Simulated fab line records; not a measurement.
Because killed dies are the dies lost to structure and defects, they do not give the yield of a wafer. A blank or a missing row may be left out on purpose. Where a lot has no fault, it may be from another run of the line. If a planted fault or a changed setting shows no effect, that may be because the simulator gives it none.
What tool caused it? / flow gf180mcu / 12 lots with 36 wafers sampled at 5 steps, on a route of 602 steps

WHAT THE GAUGES SHOWED, per wafer
Not one reading of a measure or inspect step in the record can be checked against a usual standard deviation.

TOOL THAT RAN EACH LOT (tool first, then ch and the chambers of the sampled wafers, then the start)
lot=L296; GF_HV_LDD_STRIP_37=plasma asher-02 ch 0,1, day 11 21:25; GF_PSD_COAT_02=litho track-01 ch 0, day 14 00:26; GF_PSD_STRIP_10=plasma asher-01 ch 0,1, day 14 10:58; GF_SAB_ETCH_11=rie diel-03 ch 1,2, day 15 07:29; GF_M1_SPUTTER_04=pvd sputter-04, day 16 08:11
lot=L297; GF_HV_LDD_STRIP_37=plasma asher-04 ch 0,1, day 12 05:02; GF_PSD_COAT_02=litho track-04 ch 0, day 14 06:42; GF_PSD_STRIP_10=plasma asher-02 ch 0,1, day 14 16:38; GF_SAB_ETCH_11=rie diel-03 ch 0,1,3, day 15 14:21; GF_M1_SPUTTER_04=pvd sputter-04, day 16 14:51
lot=L301; GF_HV_LDD_STRIP_37=plasma asher-02 ch 0,1, day 13 19:13; GF_PSD_COAT_02=litho track-01 ch 0, day 16 01:44; GF_PSD_STRIP_10=plasma asher-03 ch 0,1, day 16 13:11; GF_SAB_ETCH_11=rie diel-03 ch 0,2, day 17 12:20; GF_M1_SPUTTER_04=pvd sputter-02, day 18 15:01
lot=L303; GF_HV_LDD_STRIP_37=plasma asher-03 ch 0,1, day 13 23:50; GF_PSD_COAT_02=litho track-02 ch 0, day 16 07:20; GF_PSD_STRIP_10=plasma asher-03 ch 0,1, day 16 18:44; GF_SAB_ETCH_11=rie diel-03 ch 1,2,3, day 17 17:23; GF_M1_SPUTTER_04=pvd sputter-02, day 18 20:17
lot=L308; GF_HV_LDD_STRIP_37=plasma asher-02 ch 0,1, day 15 09:25; GF_PSD_COAT_02=litho track-01 ch 0, day 17 18:47; GF_PSD_STRIP_10=plasma asher-02 ch 0,1, day 18 07:14; GF_SAB_ETCH_11=rie diel-03 ch 0,2,3, day 19 07:35; GF_M1_SPUTTER_04=pvd sputter-02, day 20 11:18
lot=L309; GF_HV_LDD_STRIP_37=plasma asher-04 ch 0,1, day 15 10:41; GF_PSD_COAT_02=litho track-01 ch 0, day 17 20:20; GF_PSD_STRIP_10=plasma asher-02 ch 0,1, day 18 08:53; GF_SAB_ETCH_11=rie diel-04 ch 1,2, day 19 10:14; GF_M1_SPUTTER_04=pvd sputter-02, day 20 13:23
lot=L312; GF_HV_LDD_STRIP_37=plasma asher-03 ch 0,1, day 16 20:59; GF_PSD_COAT_02=litho track-04 ch 0, day 19 11:07; GF_PSD_STRIP_10=plasma asher-03 ch 0, day 19 23:08; GF_SAB_ETCH_11=rie diel-04 ch 0,2,3, day 20 23:55; GF_M1_SPUTTER_04=pvd sputter-02, day 22 02:22
lot=L315; GF_HV_LDD_STRIP_37=plasma asher-03 ch 0,1, day 17 15:01; GF_PSD_COAT_02=litho track-04 ch 0, day 20 08:16; GF_PSD_STRIP_10=plasma asher-01 ch 0,1, day 20 20:53; GF_SAB_ETCH_11=rie diel-02 ch 0,1, day 21 21:11; GF_M1_SPUTTER_04=pvd sputter-02, day 22 23:11
lot=L316; GF_HV_LDD_STRIP_37=plasma asher-03 ch 0,1, day 18 15:50; GF_PSD_COAT_02=litho track-01 ch 0, day 21 08:36; GF_PSD_STRIP_10=plasma asher-03 ch 0,1, day 21 20:53; GF_SAB_ETCH_11=rie diel-02 ch 0,2,3, day 22 20:26; GF_M1_SPUTTER_04=pvd sputter-04, day 23 22:37
lot=L318; GF_HV_LDD_STRIP_37=plasma asher-02 ch 0,1, day 18 20:08; GF_PSD_COAT_02=litho track-04 ch 0, day 21 12:34; GF_PSD_STRIP_10=plasma asher-02 ch 0,1, day 22 00:56; GF_SAB_ETCH_11=rie diel-02 ch 0,3, day 23 00:46; GF_M1_SPUTTER_04=pvd sputter-02, day 24 02:08
lot=L317; GF_HV_LDD_STRIP_37=plasma asher-03 ch 0,1, day 18 20:29; GF_PSD_COAT_02=litho track-01 ch 0, day 21 14:38; GF_PSD_STRIP_10=plasma asher-01 ch 0,1, day 22 02:53; GF_SAB_ETCH_11=rie diel-03 ch 0,2,3, day 23 02:17; GF_M1_SPUTTER_04=pvd sputter-03, day 24 04:09
lot=L319; GF_HV_LDD_STRIP_37=plasma asher-04 ch 0,1, day 19 08:47; GF_PSD_COAT_02=litho track-04 ch 0, day 22 00:58; GF_PSD_STRIP_10=plasma asher-03 ch 0,1, day 22 13:11; GF_SAB_ETCH_11=rie diel-04 ch 1,2, day 23 11:59; GF_M1_SPUTTER_04=pvd sputter-04, day 24 12:24
- GF_HV_LDD_STRIP_37: strips in O2/N2.
- GF_PSD_COAT_02: resist thk 1000 nm.
- GF_PSD_STRIP_10: strips in O2/N2.
- GF_SAB_ETCH_11: etches SiO2 in C4F8/O2/Ar, target depth 55 nm, time 8.5 s.
- GF_M1_SPUTTER_04: material TiN, target thk 50 nm, time 41.7 s.

WHAT THE TOOLS THEMSELVES READ (means of the sampled wafers that have a number; where no wafer has one, the mark that the record gives instead)
GF_HV_LDD_STRIP_37. Usual: drypump motor current A 5.7 A, standard deviation 0.35; heater power w 339 W, standard deviation 19; oes product au 0.716 a.u., standard deviation 0.0042; strip time to endpoint s 12.64 s, standard deviation 0.036.
lot=L296; tool=plasma asher-02; drypump motor current A (A)=6.0; heater power w (W)=341; oes product au (a.u.)=0.709; strip time to endpoint s (s)=12.68; flag=
lot=L297; tool=plasma asher-04; drypump motor current A (A)=5.6; heater power w (W)=316; oes product au (a.u.)=0.713; strip time to endpoint s (s)=12.71; flag=
lot=L301; tool=plasma asher-02; drypump motor current A (A)=5.8; heater power w (W)=329; oes product au (a.u.)=0.718; strip time to endpoint s (s)=12.60; flag=
lot=L303; tool=plasma asher-03; drypump motor current A (A)=5.6; heater power w (W)=349; oes product au (a.u.)=0.714; strip time to endpoint s (s)=12.60; flag=
lot=L308; tool=plasma asher-02; drypump motor current A (A)=5.8; heater power w (W)=330; oes product au (a.u.)=0.715; strip time to endpoint s (s)=12.62; flag=
lot=L309; tool=plasma asher-04; drypump motor current A (A)=5.3; heater power w (W)=329; oes product au (a.u.)=0.712; strip time to endpoint s (s)=12.65; flag=
lot=L312; tool=plasma asher-03; drypump motor current A (A)=5.8; heater power w (W)=354; oes product au (a.u.)=0.715; strip time to endpoint s (s)=12.63; flag=
lot=L315; tool=plasma asher-03; drypump motor current A (A)=5.8; heater power w (W)=359; oes product au (a.u.)=0.713; strip time to endpoint s (s)=12.66; flag=
lot=L316; tool=plasma asher-03; drypump motor current A (A)=5.8; heater power w (W)=355; oes product au (a.u.)=0.712; strip time to endpoint s (s)=12.65; flag=
lot=L318; tool=plasma asher-02; drypump motor current A (A)=5.9; heater power w (W)=334; oes product au (a.u.)=0.713; strip time to endpoint s (s)=12.67; flag=
lot=L317; tool=plasma asher-03; drypump motor current A (A)=5.8; heater power w (W)=359; oes product au (a.u.)=0.715; strip time to endpoint s (s)=12.60; flag=
lot=L319; tool=plasma asher-04; drypump motor current A (A)=5.3; heater power w (W)=326; oes product au (a.u.)=0.717; strip time to endpoint s (s)=12.67; flag=

GF_PSD_COAT_02. Usual: exhaust pa 45.0 Pa, standard deviation 0.91; spin speed rpm 3000.1 rpm, standard deviation 2.4.
lot=L296; tool=litho track-01; exhaust pa (Pa)=45.6; spin speed rpm (rpm)=2999.0; flag=
lot=L297; tool=litho track-04; exhaust pa (Pa)=44.2; spin speed rpm (rpm)=2998.9; flag=
lot=L301; tool=litho track-01; exhaust pa (Pa)=44.6; spin speed rpm (rpm)=2999.3; flag=
lot=L303; tool=litho track-02; exhaust pa (Pa)=46.0; spin speed rpm (rpm)=2999.9; flag=
lot=L308; tool=litho track-01; exhaust pa (Pa)=46.0; spin speed rpm (rpm)=3149.9; flag=OFF
lot=L309; tool=litho track-01; exhaust pa (Pa)=45.3; spin speed rpm (rpm)=3148.9; flag=OFF
lot=L312; tool=litho track-04; exhaust pa (Pa)=45.7; spin speed rpm (rpm)=2998.0; flag=
lot=L315; tool=litho track-04; exhaust pa (Pa)=45.2; spin speed rpm (rpm)=3001.2; flag=
lot=L316; tool=litho track-01; exhaust pa (Pa)=45.5; spin speed rpm (rpm)=3003.6; flag=
lot=L318; tool=litho track-04; exhaust pa (Pa)=46.9; spin speed rpm (rpm)=3000.5; flag=
lot=L317; tool=litho track-01; exhaust pa (Pa)=44.3; spin speed rpm (rpm)=3001.5; flag=
lot=L319; tool=litho track-04; exhaust pa (Pa)=43.9; spin speed rpm (rpm)=2999.2; flag=

GF_PSD_STRIP_10. Usual: drypump motor current A 5.79 A, standard deviation 0.3; heater power w 345 W, standard deviation 16; oes product au 0.592 a.u., standard deviation 0.0047; strip time to endpoint s 16.53 s, standard deviation 0.038.
lot=L296; tool=plasma asher-01; drypump motor current A (A)=5.78; heater power w (W)=350; oes product au (a.u.)=0.590; strip time to endpoint s (s)=16.54; flag=
lot=L297; tool=plasma asher-02; drypump motor current A (A)=5.82; heater power w (W)=325; oes product au (a.u.)=0.598; strip time to endpoint s (s)=16.58; flag=
lot=L301; tool=plasma asher-03; drypump motor current A (A)=5.78; heater power w (W)=361; oes product au (a.u.)=0.590; strip time to endpoint s (s)=16.55; flag=
lot=L303; tool=plasma asher-03; drypump motor current A (A)=5.78; heater power w (W)=360; oes product au (a.u.)=0.593; strip time to endpoint s (s)=16.48; flag=
lot=L308; tool=plasma asher-02; drypump motor current A (A)=6.00; heater power w (W)=338; oes product au (a.u.)=0.591; strip time to endpoint s (s)=16.25; flag=OFF
lot=L309; tool=plasma asher-02; drypump motor current A (A)=6.02; heater power w (W)=339; oes product au (a.u.)=0.590; strip time to endpoint s (s)=16.27; flag=OFF
lot=L312; tool=plasma asher-03; drypump motor current A (A)=5.98; heater power w (W)=369; oes product au (a.u.)=0.593; strip time to endpoint s (s)=16.55; flag=
lot=L315; tool=plasma asher-01; drypump motor current A (A)=5.79; heater power w (W)=348; oes product au (a.u.)=0.591; strip time to endpoint s (s)=16.54; flag=
lot=L316; tool=plasma asher-03; drypump motor current A (A)=5.56; heater power w (W)=348; oes product au (a.u.)=0.593; strip time to endpoint s (s)=16.53; flag=
lot=L318; tool=plasma asher-02; drypump motor current A (A)=5.83; heater power w (W)=333; oes product au (a.u.)=0.595; strip time to endpoint s (s)=16.45; flag=
lot=L317; tool=plasma asher-01; drypump motor current A (A)=5.80; heater power w (W)=346; oes product au (a.u.)=0.590; strip time to endpoint s (s)=16.55; flag=
lot=L319; tool=plasma asher-03; drypump motor current A (A)=5.78; heater power w (W)=361; oes product au (a.u.)=0.594; strip time to endpoint s (s)=16.58; flag=

GF_SAB_ETCH_11. Usual: oes product au reads 0.997 a.u. (standard deviation 0.01).
lot=L296; tool=rie diel-03; oes product au (a.u.)=1.003; flag=
lot=L297; tool=rie diel-03; oes product au (a.u.)=1.013; flag=
lot=L301; tool=rie diel-03; oes product au (a.u.)=1.009; flag=
lot=L303; tool=rie diel-03; oes product au (a.u.)=1.003; flag=
lot=L308; tool=rie diel-03; oes product au (a.u.)=1.000; flag=
lot=L309; tool=rie diel-04; oes product au (a.u.)=0.987; flag=
lot=L312; tool=rie diel-04; oes product au (a.u.)=0.995; flag=
lot=L315; tool=rie diel-02; oes product au (a.u.)=1.000; flag=
lot=L316; tool=rie diel-02; oes product au (a.u.)=0.990; flag=
lot=L318; tool=rie diel-02; oes product au (a.u.)=1.001; flag=
lot=L317; tool=rie diel-03; oes product au (a.u.)=1.006; flag=
lot=L319; tool=rie diel-04; oes product au (a.u.)=0.989; flag=

GF_M1_SPUTTER_04. Usual: chamber pressure pa 0.4000 Pa, standard deviation 0.00084; throttle valve pct 29.8 %, standard deviation 0.98.
lot=L296; tool=pvd sputter-04; chamber pressure pa (Pa)=0.4002; throttle valve pct (%)=30.1; flag=
lot=L297; tool=pvd sputter-04; chamber pressure pa (Pa)=0.4002; throttle valve pct (%)=29.9; flag=
lot=L301; tool=pvd sputter-02; chamber pressure pa (Pa)=0.3989; throttle valve pct (%)=30.4; flag=
lot=L303; tool=pvd sputter-02; chamber pressure pa (Pa)=0.3998; throttle valve pct (%)=29.9; flag=
lot=L308; tool=pvd sputter-02; chamber pressure pa (Pa)=0.3992; throttle valve pct (%)=29.4; flag=
lot=L309; tool=pvd sputter-02; chamber pressure pa (Pa)=0.4000; throttle valve pct (%)=29.8; flag=
lot=L312; tool=pvd sputter-02; chamber pressure pa (Pa)=0.4004; throttle valve pct (%)=29.3; flag=
lot=L315; tool=pvd sputter-02; chamber pressure pa (Pa)=0.4003; throttle valve pct (%)=29.8; flag=
lot=L316; tool=pvd sputter-04; chamber pressure pa (Pa)=0.3999; throttle valve pct (%)=29.6; flag=
lot=L318; tool=pvd sputter-02; chamber pressure pa (Pa)=0.4002; throttle valve pct (%)=29.2; flag=
lot=L317; tool=pvd sputter-03; chamber pressure pa (Pa)=0.3999; throttle valve pct (%)=30.9; flag=
lot=L319; tool=pvd sputter-04; chamber pressure pa (Pa)=0.3989; throttle valve pct (%)=30.3; flag=

THE ANSWER, worked out from the rows above alone
Rule: a lot is off if the mean of its wafers that have a number lies more than 3 standard deviations from the usual mean. Also off: a lot with no number at a reading for which 4 or more lots have one. The other lots that the step has rows for count as sound. The gauges are gone through in route order, then the tools' own readings, and for those a lot's mean is taken as printed above. The first step at which some lot is off is used, and at that step the reading that is off furthest; a lot without a number counts as furthest.
Off at GF_PSD_COAT_02 (spin speed rpm): L308, L309.
If a tool, at that step or one of the process steps before it, ran each lot that is off and ran no sound lot following the first of them, it fits. Of those tried, none fits.

WHAT WAS PUT IN BY THE SIMULATOR
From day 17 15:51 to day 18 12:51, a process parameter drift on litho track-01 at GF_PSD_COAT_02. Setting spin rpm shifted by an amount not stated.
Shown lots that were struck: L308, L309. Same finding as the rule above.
